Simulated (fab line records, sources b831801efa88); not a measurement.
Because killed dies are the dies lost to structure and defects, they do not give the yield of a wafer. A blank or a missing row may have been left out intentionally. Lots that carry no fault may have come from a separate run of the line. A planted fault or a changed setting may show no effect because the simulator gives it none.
fab line records	flow sky130	part 1 of 2: steps 1 to 30 of 44
record: lots: 5	wafers: 15	last_day: 49
route steps=708 shown VT_ADJUST_LVTN@101 VT_ADJUST_NCORE@119 VT_ADJUST_HVTR@131 VT_ADJUST_PCH@143
lots that met no fault: taken from a fault-free run of the same line
start_h: start of the lot's first displayed wafer, in hours after the record's first day	wait_h: time in hours since the lot's previous step	" as in the row above	L1.1+2: several wafers, shown together as one row	- no value present, or no start provided	* or withheld: withheld	< > ~ a bound
route shown NAME@n: NAME is a module with steps in the file, n the number in the route of the first one	usual: mean/standard deviation of fault-free wafers	same: alike in all rows	chamber/n: place in a boat	sites: per-site readings	_std_site: standard deviation of those values	_edge_site: the outer-site mean with the inner-site mean subtracted	radius_mm: how far each site lies from the wafer's centre	mask NAME#n: copy n	behind: the tool/chamber that last shaped the wafer	hold: cause of the lot's hold/its duration in hours/its outcome	device: which transistor (n, p or np) failed to switch	end of line: tests run on the same wafers once the route is complete	for a step that has no rows: nothing shown but its recipe	killed: at the first sort, the dies lost to defects and structure; wafer yield is something else	map: shows each die of a wafer: x if killed, . if not, _ if none is there
set.NAME: setting as actually run; set.NAME@STEP: the setting as run at that earlier step	model.NAME: the simulator's own value behind a step, which no gauge read
a table for each step, a row for each wafer; lots at some steps of the route
services: a tool's chamber out of use, with start hour (start_h, from the record's first day; less than 0 if before it), hours out, and reason
== steps ==
step: SKY_VT_ADJUST_LVTN_EXPOSE_04
recipe: mask_id: NWM_COMPLEMENT_LESS_NATIVE	na: 0.6	source_shape: conventional	sigma_outer: 0.6	polarization: unpolarized	target_cd_nm: 840	dose_mj: 194
usual: stage_vel_mm_s: 499.99/0.28
same: sigma_outer: 0.6
lot.wafer	tool	chamber	start_h	wait_h	mask	stage_vel_mm_s
L078.1	iline_stepper-02	0	-	-	NWM_COMPLEMENT_LESS_NATIVE#0	500.13
L078.5	"	0	"	"	NWM_COMPLEMENT_LESS_NATIVE#0	500.23
L078.6	"	0	"	"	NWM_COMPLEMENT_LESS_NATIVE#0	499.65
L081.1	iline_stepper-01	0	-	-	NWM_COMPLEMENT_LESS_NATIVE#0	499.97
L081.3	"	0	"	"	NWM_COMPLEMENT_LESS_NATIVE#0	500.13
L081.5	"	0	"	"	NWM_COMPLEMENT_LESS_NATIVE#0	499.98
L083.1	iline_stepper-01	0	-	-	NWM_COMPLEMENT_LESS_NATIVE#0	499.95
L083.3	"	0	"	"	NWM_COMPLEMENT_LESS_NATIVE#0	500.18
L083.6	"	0	"	"	NWM_COMPLEMENT_LESS_NATIVE#0	499.85
L088.1	iline_stepper-01	0	-	-	NWM_COMPLEMENT_LESS_NATIVE#0	499.53
L088.2	"	0	"	"	NWM_COMPLEMENT_LESS_NATIVE#0	499.82
L088.6	"	0	"	"	NWM_COMPLEMENT_LESS_NATIVE#0	500.12
L093.2	iline_stepper-01	0	-	-	NWM_COMPLEMENT_LESS_NATIVE#0	499.52
L093.5	"	0	"	"	NWM_COMPLEMENT_LESS_NATIVE#0	499.68
L093.6	"	0	"	"	NWM_COMPLEMENT_LESS_NATIVE#0	499.38
step: SKY_VT_ADJUST_LVTN_PEB_05
recipe: temp_c: 115	time_s: withheld
lot.wafer	tool	chamber	start_h	wait_h
L078.1+5+6	litho_track-02	0	-	-
L081.1+3+5	litho_track-02	0	-	-
L083.1+3+6	litho_track-01	0	-	-
L088.1+2+6	litho_track-01	0	-	-
L093.2+5+6	litho_track-04	0	-	-
step: SKY_VT_ADJUST_LVTN_DEVELOP_06
recipe: wall_angle_deg: 90	developer: TMAH	develop_time_s: 60	dev_temp_c: 23
lot.wafer	tool	chamber	start_h	wait_h
L078.1+5+6	litho_track-02	0	-	-
L081.1+3+5	litho_track-02	0	-	-
L083.1+3+6	litho_track-01	0	-	-
L088.1+2+6	litho_track-01	0	-	-
L093.2+5+6	litho_track-04	0	-	-
step: SKY_VT_ADJUST_LVTN_OVL_MEAS_07
usual: VT_ADJUST_LVTN_OVL: -0.6/1.2
lot.wafer	tool	chamber	start_h	wait_h	VT_ADJUST_LVTN_OVL[nm]
L078.1	overlay-02	-	168.58	-	0.9
L078.5	"	-	"	"	-0.7
L078.6	"	-	"	"	-0.5
L081.1	overlay-01	-	187.93	-	0.4
L081.3	"	-	"	"	0.4
L081.5	"	-	"	"	0.0
L083.1	overlay-01	-	197.14	-	0.0
L083.3	"	-	"	"	-0.8
L083.6	"	-	"	"	-0.9
L088.1	overlay-02	-	229.94	-	-0.8
L088.2	"	-	"	"	-1.3
L088.6	"	-	"	"	-1.8
L093.2	overlay-02	-	268.18	-	0.1
L093.5	"	-	"	"	-1.6
L093.6	"	-	"	"	-2.1
step: SKY_VT_ADJUST_LVTN_IMPLANT_08
recipe: species: B	energy_kev: 30	dose_cm2: 1.57e+12	tilt_deg: withheld
lot.wafer	tool	chamber	start_h	wait_h
L078.1+5+6	implanter-02	0	168.61	0.0
L081.1+3+5	implanter-04	0	187.96	0.0
L083.1+3+6	implanter-02	0	197.17	0.0
L088.1+2+6	implanter-02	0	229.97	0.0
L093.2+5+6	implanter-01	0	268.23	0.0
step: SKY_VT_ADJUST_LVTN_STRIP_09
recipe: chemistry: O2/N2	power_w: 1400	pressure_mtorr: 1500	platen_temp_c: withheld	o2_flow_sccm: 3000	n2_flow_sccm: 300	overash_fraction: 0.5
usual: drypump_motor_current_A: 5.58/0.2	oes_product_au: 0.723/0.004	strip_time_to_endpoint_s: 36.95/0.092
lot.wafer	tool	chamber	start_h	wait_h	drypump_motor_current_A	oes_product_au	rf_hours_counter_h	strip_time_to_endpoint_s
L078.1	plasma_asher-02	1	168.76	0.1	5.59	0.730	35	36.93
L078.5	"	0	"	"	5.37	0.726	-	36.93
L078.6	"	1	"	"	5.60	0.722	-	36.94
L081.1	plasma_asher-04	1	188.11	0.1	5.44	0.723	7	36.98
L081.3	"	0	"	"	5.66	0.730	-	36.89
L081.5	"	0	"	"	5.69	0.719	-	36.94
L083.1	plasma_asher-02	1	197.32	0.1	5.60	0.724	37	36.88
L083.3	"	0	"	"	5.33	0.723	-	36.94
L083.6	"	0	"	"	5.35	0.725	-	36.95
L088.1	plasma_asher-02	0	230.12	0.1	5.34	0.720	40	36.99
L088.2	"	1	"	"	5.60	0.724	40	36.91
L088.6	"	0	"	"	5.36	0.721	-	37.17
L093.2	plasma_asher-02	1	268.36	0.1	5.58	0.727	44	36.93
L093.5	"	0	"	"	5.33	0.724	-	36.94
L093.6	"	1	"	"	5.59	0.722	-	36.95
step: SKY_VT_ADJUST_LVTN_TW_MEAS_10
usual: VT_ADJUST_LVTN_TW: 243.4/1.4
lot.wafer	tool	chamber	start_h	wait_h	VT_ADJUST_LVTN_TW
L078.1	film_metro-01	-	168.86	0.1	245.3
L078.5	"	-	"	"	243.3
L078.6	"	-	"	"	243.3
L081.1	film_metro-03	-	188.21	0.1	241.1
L081.3	"	-	"	"	241.4
L081.5	"	-	"	"	239.6
L083.1	film_metro-04	-	197.42	0.1	244.7
L083.3	"	-	"	"	244.1
L083.6	"	-	"	"	243.3
L088.1	film_metro-04	-	230.22	0.1	243.8
L088.2	"	-	"	"	243.5
L088.6	"	-	"	"	243.6
L093.2	film_metro-04	-	268.47	0.1	243.3
L093.5	"	-	"	"	243.0
L093.6	"	-	"	"	243.1
step: SKY_VT_ADJUST_LVTN_DEHYDRATE_11
recipe: temp_c: 200	time_s: 60
lot.wafer	tool	chamber	start_h	wait_h
L078.1+5+6	litho_track-01	0	178.54	9.7
L081.1+3+5	litho_track-01	0	197.74	9.5
L083.1+3+6	litho_track-01	0	207.39	10.0
L088.1+2+6	litho_track-01	0	241.49	11.3
L093.2+5+6	litho_track-01	0	278.61	10.1
step: SKY_VT_ADJUST_LVTN_HMDS_12
recipe: prime_time_s: 60	prime_temp_c: 120
lot.wafer	tool	chamber	start_h	wait_h
L078.1+5+6	litho_track-01	0	178.69	0.1
L081.1+3+5	litho_track-01	0	197.89	0.1
L083.1+3+6	litho_track-01	0	207.54	0.1
L088.1+2+6	litho_track-01	0	241.64	0.1
L093.2+5+6	litho_track-01	0	278.76	0.1
step: SKY_VT_ADJUST_LVTN_COAT_13
recipe: resist: NOVOLAK	spin_rpm: 3000	resist_thk_nm: 1140
lot.wafer	tool	chamber	start_h	wait_h
L078.1+5+6	litho_track-01	0	178.84	0.1
L081.1+3+5	litho_track-01	0	198.04	0.1
L083.1+3+6	litho_track-01	0	207.69	0.1
L088.1+2+6	litho_track-01	0	241.79	0.1
L093.2+5+6	litho_track-01	0	278.91	0.1
step: SKY_VT_ADJUST_LVTN_SOFTBAKE_14
recipe: temp_c: 90	time_s: 60	resist: NOVOLAK
lot.wafer	tool	chamber	start_h	wait_h
L078.1+5+6	litho_track-01	0	178.99	0.1
L081.1+3+5	litho_track-01	0	198.19	0.1
L083.1+3+6	litho_track-01	0	207.84	0.1
L088.1+2+6	litho_track-01	0	241.94	0.1
L093.2+5+6	litho_track-01	0	279.06	0.1
step: SKY_VT_ADJUST_LVTN_EXPOSE_15
recipe: mask_id: HVN_STD_DERIVED	na: 0.6	source_shape: conventional	sigma_outer: 0.6	polarization: unpolarized	target_cd_nm: 600	dose_mj: 163
usual: stage_vel_mm_s: 499.95/0.28
same: sigma_outer: 0.6
lot.wafer	tool	chamber	start_h	wait_h	mask	stage_vel_mm_s
L078.1	iline_stepper-02	0	-	-	HVN_STD_DERIVED#0	499.95
L078.5	"	0	"	"	HVN_STD_DERIVED#0	500.00
L078.6	"	0	"	"	HVN_STD_DERIVED#0	499.69
L081.1	iline_stepper-01	0	-	-	HVN_STD_DERIVED#0	499.78
L081.3	"	0	"	"	HVN_STD_DERIVED#0	499.64
L081.5	"	0	"	"	HVN_STD_DERIVED#0	499.91
L083.1	iline_stepper-02	0	-	-	HVN_STD_DERIVED#0	499.83
L083.3	"	0	"	"	HVN_STD_DERIVED#0	499.59
L083.6	"	0	"	"	HVN_STD_DERIVED#0	499.69
L088.1	iline_stepper-01	0	-	-	HVN_STD_DERIVED#0	499.84
L088.2	"	0	"	"	HVN_STD_DERIVED#0	499.69
L088.6	"	0	"	"	HVN_STD_DERIVED#0	500.34
L093.2	iline_stepper-02	0	-	-	HVN_STD_DERIVED#0	499.85
L093.5	"	0	"	"	HVN_STD_DERIVED#0	500.21
L093.6	"	0	"	"	HVN_STD_DERIVED#0	499.76
step: SKY_VT_ADJUST_LVTN_PEB_16
recipe: temp_c: withheld	time_s: *	resist: NOVOLAK
lot.wafer	tool	chamber	start_h	wait_h
L078.1+5+6	litho_track-04	0	-	-
L081.1+3+5	litho_track-02	0	-	-
L083.1+3+6	litho_track-02	0	-	-
L088.1+2+6	litho_track-02	0	-	-
L093.2+5+6	litho_track-02	0	-	-
step: SKY_VT_ADJUST_LVTN_DEVELOP_17
recipe: resist: NOVOLAK	developer: TMAH	develop_time_s: 60	dev_temp_c: 23
lot.wafer	tool	chamber	start_h	wait_h
L078.1+5+6	litho_track-04	0	189.57	0.1
L081.1+3+5	litho_track-02	0	208.43	0.1
L083.1+3+6	litho_track-02	0	218.48	0.1
L088.1+2+6	litho_track-02	0	253.43	0.1
L093.2+5+6	litho_track-02	0	290.95	0.1
step: SKY_VT_ADJUST_LVTN_OVL_MEAS_18
usual: VT_ADJUST_LVTN_01_OVL: -0.3/1.3
lot.wafer	tool	chamber	start_h	wait_h	VT_ADJUST_LVTN_01_OVL[nm]
L078.1	overlay-01	-	189.72	0.1	1.3
L078.5	"	-	"	"	0.7
L078.6	"	-	"	"	1.2
L081.1	overlay-02	-	208.58	0.1	-0.8
L081.3	"	-	"	"	-1.3
L081.5	"	-	"	"	-0.5
L083.1	overlay-02	-	218.63	0.1	-1.5
L083.3	"	-	"	"	2.1
L083.6	"	-	"	"	-1.8
L088.1	overlay-02	-	253.58	0.1	-2.0
L088.2	"	-	"	"	-1.9
L088.6	"	-	"	"	-1.5
L093.2	overlay-01	-	291.08	0.1	0.6
L093.5	"	-	"	"	1.5
L093.6	"	-	"	"	0.8
step: SKY_VT_ADJUST_LVTN_IMPLANT_19
recipe: species: B	energy_kev: 30	dose_cm2: 6.5e+11	tilt_deg: withheld
lot.wafer	tool	chamber	start_h	wait_h
L078.1+5+6	implanter-02	0	189.76	0.0
L081.1+3+5	implanter-04	0	208.61	0.0
L083.1+3+6	implanter-02	0	218.66	0.0
L088.1+2+6	implanter-01	0	253.61	0.0
L093.2+5+6	implanter-04	0	291.14	0.0
step: SKY_VT_ADJUST_LVTN_STRIP_20
recipe: chemistry: O2/N2	power_w: 1400	pressure_mtorr: 1500	platen_temp_c: withheld	o2_flow_sccm: 3000	n2_flow_sccm: 300	overash_fraction: 0.5
usual: drypump_motor_current_A: 5.56/0.18	oes_product_au: 0.715/0.0043	strip_time_to_endpoint_s: 14.19/0.043
lot.wafer	tool	chamber	start_h	wait_h	drypump_motor_current_A	oes_product_au	rf_hours_counter_h	strip_time_to_endpoint_s
L078.1	plasma_asher-02	1	189.91	0.1	5.59	0.723	37	14.14
L078.5	"	1	"	"	5.59	0.718	-	14.14
L078.6	"	0	"	"	5.35	0.714	-	14.14
L081.1	plasma_asher-04	0	208.76	0.1	5.69	0.713	9	14.22
L081.3	"	1	"	"	5.42	0.714	-	14.29
L081.5	"	1	"	"	5.43	0.710	-	14.26
L083.1	plasma_asher-04	0	218.81	0.1	5.66	0.714	10	14.21
L083.3	"	0	"	"	5.67	0.704	-	14.25
L083.6	"	1	"	"	5.42	0.717	-	14.22
L088.1	plasma_asher-04	1	253.76	0.1	5.41	0.716	13	14.23
L088.2	"	0	"	"	5.67	0.714	13	14.19
L088.6	"	0	"	"	5.67	0.718	-	14.19
L093.2	plasma_asher-04	1	291.26	0.1	5.44	0.718	17	14.24
L093.5	"	1	"	"	5.41	0.713	-	14.28
L093.6	"	0	"	"	5.67	0.715	-	14.26
step: SKY_VT_ADJUST_LVTN_TW_MEAS_21
usual: VT_ADJUST_LVTN_2_TW: 189.0/1.1
lot.wafer	tool	chamber	start_h	wait_h	VT_ADJUST_LVTN_2_TW
L078.1	film_metro-03	-	190.01	0.1	187.4
L078.5	"	-	"	"	188.0
L078.6	"	-	"	"	188.0
L081.1	film_metro-04	-	208.86	0.1	190.1
L081.3	"	-	"	"	189.8
L081.5	"	-	"	"	189.7
L083.1	film_metro-04	-	218.91	0.1	188.6
L083.3	"	-	"	"	188.6
L083.6	"	-	"	"	189.4
L088.1	film_metro-01	-	253.86	0.1	190.2
L088.2	"	-	"	"	189.5
L088.6	"	-	"	"	189.9
L093.2	film_metro-01	-	291.37	0.1	190.3
L093.5	"	-	"	"	190.4
L093.6	"	-	"	"	191.7
step: SKY_VT_ADJUST_NCORE_DEHYDRATE_00
recipe: temp_c: 200	time_s: 60
lot.wafer	tool	chamber	start_h	wait_h
L078.1+5+6	litho_track-02	0	200.13	10.1
L081.1+3+5	litho_track-03	0	219.19	10.3
L083.1+3+6	litho_track-03	0	229.44	10.5
L088.1+2+6	litho_track-02	0	265.13	11.3
L093.2+5+6	litho_track-04	0	302.30	10.9
step: SKY_VT_ADJUST_NCORE_HMDS_01
recipe: prime_time_s: 60	prime_temp_c: 120
lot.wafer	tool	chamber	start_h	wait_h
L078.1+5+6	litho_track-02	0	200.28	0.1
L081.1+3+5	litho_track-03	0	219.34	0.1
L083.1+3+6	litho_track-03	0	229.59	0.1
L088.1+2+6	litho_track-02	0	265.28	0.1
L093.2+5+6	litho_track-04	0	302.45	0.1
step: SKY_VT_ADJUST_NCORE_COAT_02
recipe: resist: NOVOLAK	spin_rpm: 3000	resist_thk_nm: 1140
lot.wafer	tool	chamber	start_h	wait_h
L078.1+5+6	litho_track-02	0	200.43	0.1
L081.1+3+5	litho_track-03	0	219.49	0.1
L083.1+3+6	litho_track-03	0	229.74	0.1
L088.1+2+6	litho_track-02	0	265.43	0.1
L093.2+5+6	litho_track-04	0	302.60	0.1
step: SKY_VT_ADJUST_NCORE_SOFTBAKE_03
recipe: temp_c: 90	time_s: 60	resist: NOVOLAK
lot.wafer	tool	chamber	start_h	wait_h
L078.1+5+6	litho_track-02	0	200.58	0.1
L081.1+3+5	litho_track-03	0	219.64	0.1
L083.1+3+6	litho_track-03	0	229.89	0.1
L088.1+2+6	litho_track-02	0	265.58	0.1
L093.2+5+6	litho_track-04	0	302.75	0.1
step: SKY_VT_ADJUST_NCORE_EXPOSE_04
recipe: mask_id: LVTN_COMPLEMENT_THIN	na: 0.6	source_shape: conventional	sigma_outer: 0.6	polarization: unpolarized	target_cd_nm: 380	dose_mj: 139
usual: stage_vel_mm_s: 499.94/0.23
same: sigma_outer: 0.6
lot.wafer	tool	chamber	start_h	wait_h	mask	stage_vel_mm_s
L078.1	iline_stepper-01	0	-	-	LVTN_COMPLEMENT_THIN#0	500.13
L078.5	"	0	"	"	LVTN_COMPLEMENT_THIN#0	500.11
L078.6	"	0	"	"	LVTN_COMPLEMENT_THIN#0	500.17
L081.1	iline_stepper-02	0	-	-	LVTN_COMPLEMENT_THIN#0	499.77
L081.3	"	0	"	"	LVTN_COMPLEMENT_THIN#0	500.09
L081.5	"	0	"	"	LVTN_COMPLEMENT_THIN#0	500.15
L083.1	iline_stepper-02	0	-	-	LVTN_COMPLEMENT_THIN#0	499.88
L083.3	"	0	"	"	LVTN_COMPLEMENT_THIN#0	499.83
L083.6	"	0	"	"	LVTN_COMPLEMENT_THIN#0	499.76
L088.1	iline_stepper-01	0	-	-	LVTN_COMPLEMENT_THIN#0	499.72
L088.2	"	0	"	"	LVTN_COMPLEMENT_THIN#0	499.94
L088.6	"	0	"	"	LVTN_COMPLEMENT_THIN#0	499.83
L093.2	iline_stepper-02	0	-	-	LVTN_COMPLEMENT_THIN#0	499.65
L093.5	"	0	"	"	LVTN_COMPLEMENT_THIN#0	499.73
L093.6	"	0	"	"	LVTN_COMPLEMENT_THIN#0	499.55
step: SKY_VT_ADJUST_NCORE_PEB_05
recipe: temp_c: withheld	time_s: *	resist: NOVOLAK
lot.wafer	tool	chamber	start_h	wait_h
L078.1+5+6	litho_track-03	0	-	-
L081.1+3+5	litho_track-02	0	-	-
L083.1+3+6	litho_track-04	0	-	-
L088.1+2+6	litho_track-02	0	-	-
L093.2+5+6	litho_track-02	0	-	-
step: SKY_VT_ADJUST_NCORE_DEVELOP_06
recipe: resist: NOVOLAK	developer: TMAH	develop_time_s: 60	dev_temp_c: 23
lot.wafer	tool	chamber	start_h	wait_h
L078.1+5+6	litho_track-03	0	211.74	0.1
L081.1+3+5	litho_track-02	0	230.43	0.1
L083.1+3+6	litho_track-04	0	241.42	0.1
L088.1+2+6	litho_track-02	0	276.43	0.1
L093.2+5+6	litho_track-02	0	315.30	0.1
step: SKY_VT_ADJUST_NCORE_CD_MEAS_07
recipe: target_cd_nm: 380
usual: cd_nm: 379.8/2.5
lot.wafer	tool	chamber	start_h	wait_h	cd_nm
L078.1	cd_sem-02	-	211.89	0.1	381.6
L078.5	"	-	"	"	380.3
L078.6	"	-	"	"	382.9
L081.1	cd_sem-02	-	230.58	0.1	378.7
L081.3	"	-	"	"	379.1
L081.5	"	-	"	"	378.7
L083.1	cd_sem-01	-	241.57	0.1	377.7
L083.3	"	-	"	"	375.9
L083.6	"	-	"	"	377.1
L088.1	cd_sem-02	-	276.58	0.1	381.4
L088.2	"	-	"	"	381.4
L088.6	"	-	"	"	381.1
L093.2	cd_sem-02	-	315.45	0.1	379.7
L093.5	"	-	"	"	379.7
L093.6	"	-	"	"	377.7
step: SKY_VT_ADJUST_NCORE_OVL_MEAS_08
usual: VT_ADJUST_NCORE_OVL: 0.1/1.2
lot.wafer	tool	chamber	start_h	wait_h	VT_ADJUST_NCORE_OVL[nm]
L078.1	overlay-01	-	212.01	0.1	1.2
L078.5	"	-	"	"	-0.9
L078.6	"	-	"	"	-0.4
L081.1	overlay-02	-	230.70	0.1	-0.3
L081.3	"	-	"	"	0.0
L081.5	"	-	"	"	1.0
L083.1	overlay-02	-	241.69	0.1	-1.1
L083.3	"	-	"	"	-2.1
L083.6	"	-	"	"	-0.6
L088.1	overlay-02	-	276.70	0.1	0.3
L088.2	"	-	"	"	-0.1
L088.6	"	-	"	"	-0.4
L093.2	overlay-02	-	315.55	0.1	0.3
L093.5	"	-	"	"	-0.9
L093.6	"	-	"	"	0.7
step: SKY_VT_ADJUST_NCORE_IMPLANT_09
recipe: species: B	energy_kev: 10	dose_cm2: 2.4e+12	tilt_deg: withheld
lot.wafer	tool	chamber	start_h	wait_h
L078.1+5+6	implanter-03	0	212.05	0.0
L081.1+3+5	implanter-02	0	230.73	0.0
L083.1+3+6	implanter-01	0	241.73	0.0
L088.1+2+6	implanter-02	0	276.73	0.0
L093.2+5+6	implanter-02	0	315.61	0.0
step: SKY_VT_ADJUST_NCORE_STRIP_10
recipe: chemistry: O2/N2	power_w: 1400	pressure_mtorr: 1500	platen_temp_c: withheld	o2_flow_sccm: 3000	n2_flow_sccm: 300	overash_fraction: 0.5
usual: drypump_motor_current_A: 5.64/0.18	oes_product_au: 0.716/0.0039	strip_time_to_endpoint_s: 14.18/0.039
lot.wafer	tool	chamber	start_h	wait_h	drypump_motor_current_A	oes_product_au	rf_hours_counter_h	strip_time_to_endpoint_s
L078.1	plasma_asher-03	0	212.20	0.1	5.63	0.715	52	14.21
L078.5	"	0	"	"	5.64	0.714	-	14.19
L078.6	"	1	"	"	5.70	0.721	-	14.19
L081.1	plasma_asher-01	0	230.88	0.1	5.44	0.714	56	14.19
L081.3	"	0	"	"	5.44	0.723	-	14.15
L081.5	"	1	"	"	5.90	0.715	-	14.18
L083.1	plasma_asher-04	0	241.88	0.1	5.68	0.721	12	14.16
L083.3	"	1	"	"	5.40	0.712	-	14.17
L083.6	"	0	"	"	5.65	0.718	-	14.14
L088.1	plasma_asher-01	0	276.88	0.1	5.45	0.715	61	14.16
L088.2	"	1	"	"	5.96	0.722	61	14.18
L088.6	"	1	"	"	5.94	0.714	-	14.16
L093.2	plasma_asher-04	0	315.73	0.1	5.64	0.710	19	14.18
L093.5	"	1	"	"	5.46	0.712	-	14.19
L093.6	"	0	"	"	5.66	0.717	-	14.19
step: SKY_VT_ADJUST_NCORE_TW_MEAS_11
usual: VT_ADJUST_NCORE_TW: 219.9/1.2
lot.wafer	tool	chamber	start_h	wait_h	VT_ADJUST_NCORE_TW
L078.1	film_metro-01	-	212.30	0.1	221.3
L078.5	"	-	"	"	222.2
L078.6	"	-	"	"	222.4
L081.1	film_metro-02	-	230.98	0.1	222.3
L081.3	"	-	"	"	221.3
L081.5	"	-	"	"	220.0
L083.1	film_metro-02	-	241.98	0.1	220.1
L083.3	"	-	"	"	218.7
L083.6	"	-	"	"	219.8
L088.1	film_metro-01	-	276.98	0.1	222.2
L088.2	"	-	"	"	221.8
L088.6	"	-	"	"	220.0
L093.2	film_metro-02	-	315.84	0.1	218.4
L093.5	"	-	"	"	219.9
L093.6	"	-	"	"	217.4
